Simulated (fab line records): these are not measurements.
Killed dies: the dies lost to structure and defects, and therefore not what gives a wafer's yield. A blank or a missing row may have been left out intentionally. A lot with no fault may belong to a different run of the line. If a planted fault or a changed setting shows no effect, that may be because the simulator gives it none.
8D (eight disciplines) problem report, filled in by code | flow sky130 | the parts of the form that need people (team, actions taken, sign-off) are left out

== 1. PROBLEM STATEMENT ==
Mean of spinSpeedRpm at SKY_METAL3_COAT_08: 2734.6 rpm across 6 wafers in 2 lots; on wafers with no fault it is 3000.2 rpm (standard deviation 1.7). So: -99 or more standard deviations from the usual mean.
The step: resist thk 1140 nm.
First seen on wafer L997.1, day 43 10:00, on lithoTrack-02. The record has a number at this step for 33 wafers belonging to 11 lots. Rule for "out", or "out of limits": more than 4 standard deviations from the usual mean. All remaining wafers that have a number are taken as sound.

== 2. WHAT IT IS AND WHAT IT IS NOT ==
question                    | is                     | is not
which readings at this step | spinSpeedRpm           | resistLineTempC
which lots                  | L997, L998             | L100, L978, L980, L981, L984, L988, L990, L993, L999
which wafers of those lots  | all that have a number | -
read on which tools         | lithoTrack-02          | lithoTrack-03, lithoTrack-04
when                        | from day 43 10:00      | up to then (21 sound wafers); but 6 sound wafers of L100, L999 came after

== 3. WHAT RULES OUT EACH SUSPECT ==
Counting: any tool at a process step up to the reading is kept as a suspect provided that every lot that is out went through it and no sound lot did after the first of them.
- pvdSputter-04 at SKY_METAL3_SPUTTER_01 (material TiN, target thk 20 nm, time 16.7 s): ruled out as a lasting fault. After its first lot that is out, L997 (day 41 23:11), sound lots L999, L100 ran on it.
- pecvd-04 at SKY_CAPM_CVD_00 (deposits SiO2, target thk 15.5 nm): kept. It ran every lot that is out, first L997 (day 41 23:19), and no sound lot after that; its last sound lot up to then is L993 (day 40 20:03).
- lithoTrack-02 at SKY_METAL3_COAT_08 (resist thk 1140 nm): kept. It ran every lot that is out, first L997 (day 43 10:00), and no sound lot after that; its last sound lot up to then is L993 (day 42 08:00). Its own readings are out on those wafers: spinSpeedRpm.
Remaining after the count are pecvd-04 at SKY_CAPM_CVD_00 and lithoTrack-02 at SKY_METAL3_COAT_08.

== 4. THE CAUSE (what the simulator had put in) ==
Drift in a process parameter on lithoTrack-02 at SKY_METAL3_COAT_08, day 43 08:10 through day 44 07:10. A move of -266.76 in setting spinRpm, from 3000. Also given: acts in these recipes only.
After counting, 2 suspects remain, this tool included.

== 5. SEQUENCE OF EFFECTS, ordered by route ==
Each row: a reading whose mean over the struck wafers that have a number lies more than 3 standard deviations from the usual. Scope: only readings with a usual standard deviation given in the record; hours: median across lots of the time from each lot's start at the first step in this table that gives one to its start at this step; sigmas: change in usual standard deviations.
hours | step                | reading              | usual      | on struck wafers | change | sigmas
0     | SKY_METAL3_COAT_08  | spinSpeedRpm         | 3000.2 rpm | 2734.6           | -265.6 | -99 or more
13    | SKY_METAL3_STRIP_19 | oesProductAu         | 0.500 a.u. | 0.524            | +0.024 | +4.6
13    | SKY_METAL3_STRIP_19 | stripTimeToEndpointS | 6.50 s     | 7.04             | +0.54  | +10
Here are the process steps it includes:
- SKY_METAL3_COAT_08: resist thk 1140 nm.
- SKY_METAL3_STRIP_19: strips in O2/N2.

== 6. HOW IT WOULD HAVE BEEN CAUGHT EARLIER ==
2 hours passed between the start of the fault at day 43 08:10 and the first reading out of limits in this record, taken at day 43 10:00.
